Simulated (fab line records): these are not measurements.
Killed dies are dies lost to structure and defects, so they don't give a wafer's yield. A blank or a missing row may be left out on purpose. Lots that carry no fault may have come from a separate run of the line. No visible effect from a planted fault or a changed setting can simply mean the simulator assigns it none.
A struck lot beside a sound one | flow gf180mcu | 16 steps out of a route of 602
Sound: wafers L382.1, L382.2, L382.4. Wafers L377.2, L377.4, L377.5 were the ones struck. At the end, the cause is stated.
Order at every step that has rows: each side's tool, ch and its chambers, its first start. Under that, the readings that differ: sound wafers | struck wafers | difference of the means | sigmas: that difference in standard deviations of wafers without a fault.
alike: readings whose means differ by less than 2 such deviations, and words and numbers that are the same on both sides. not compared: withheld readings, readings that some wafer has no value for, bounds like >300 that may hide the same value, and numbers for which the record gives no deviation and whose values overlap.
A row with sigmas, a row that says differs or no value, or rows on one side alone: a step with any of these is where the two part. When numbers do not overlap yet have no deviation, they are printed without sigmas and do not part them. A reading missing from all wafers of one side parts the sides only when that side holds two or more wafers.

GF_VT_IMPLANT_OVL_MEAS_18:
  struck on overlay-01, day 8 22:46; sound on overlay-01, day 10 03:26
reading                | sound         | struck         | difference | sigmas
VT_IMPLANT_01_OVL (nm) | -1.6 -0.3 1.5 | -3.5 -1.4 -3.1 | -2.5       | -2
after that, 1 step had no rows for these wafers: GF_VT_IMPLANT_IMPLANT_19.
GF_VT_IMPLANT_STRIP_20: strips in O2/N2.
  sound on plasmaAsher-02 ch 0,1, day 10 03:38; struck on plasmaAsher-04 ch 1, day 8 22:57
reading          | sound       | struck      | difference | sigmas
heaterPowerW (W) | 303 315 320 | 375 377 374 | +63        | +2
  alike: chamberPressureMTorr, drypumpMotorCurrentA, oesProductAu, stripTimeToEndpointS
  not compared: rfHoursCounterH
GF_VT_IMPLANT_TW_MEAS_21:
  struck on filmMetro-04, day 8 23:04; sound on filmMetro-01, day 10 03:44
  alike: VT_IMPLANT_2_TW
then, 7 steps without rows for these wafers: GF_VT_IMPLANT_DEHYDRATE_22 (time 60 s); GF_VT_IMPLANT_HMDS_23 (prime time 60 s); GF_VT_IMPLANT_COAT_24 (resist thk 1000 nm); GF_VT_IMPLANT_SOFTBAKE_25 (time 60 s); GF_VT_IMPLANT_EXPOSE_26 (exposes mask LVPWELL HV AREA, target cd 860 nm); GF_VT_IMPLANT_PEB_27; GF_VT_IMPLANT_DEVELOP_28 (develop time 60 s).
GF_VT_IMPLANT_OVL_MEAS_29:
  struck on overlay-01, day 9 15:45; sound on overlay-02, day 10 21:14
  alike: VT_IMPLANT_02_OVL
GF_VT_IMPLANT_IMPLANT_30:
  struck on implanter-02, day 9 15:48; sound on implanter-04 ch 0, day 10 21:17
  no value came back on the struck wafers for beamEnergyKeV, beamOnS (s); on the sound wafers beamEnergyKeV reads 24.471 24.461 24.458
GF_VT_IMPLANT_STRIP_31: strips in O2/N2.
  sound on plasmaAsher-01 ch 0,1, day 10 21:26; struck on plasmaAsher-02 ch 0,1, day 9 15:56
  alike: chamberPressureMTorr, drypumpMotorCurrentA, heaterPowerW, oesProductAu, stripTimeToEndpointS
  not compared: rfHoursCounterH
GF_VT_IMPLANT_TW_MEAS_32:
  struck on filmMetro-01, day 9 16:02; sound on filmMetro-03, day 10 21:32
reading         | sound             | struck         | difference | sigmas
VT_IMPLANT_3_TW | 269.1 267.3 267.8 | 30.0 30.0 29.9 | -238.1     | -99 or more
then, 1 step without rows for these wafers: GF_VT_IMPLANT_DEHYDRATE_33 (time 60 s).

## WHERE THEY PART
Last at GF_VT_IMPLANT_TW_MEAS_32 as far as this record goes, first at GF_VT_IMPLANT_OVL_MEAS_18.

WHY: whatever the simulator had introduced
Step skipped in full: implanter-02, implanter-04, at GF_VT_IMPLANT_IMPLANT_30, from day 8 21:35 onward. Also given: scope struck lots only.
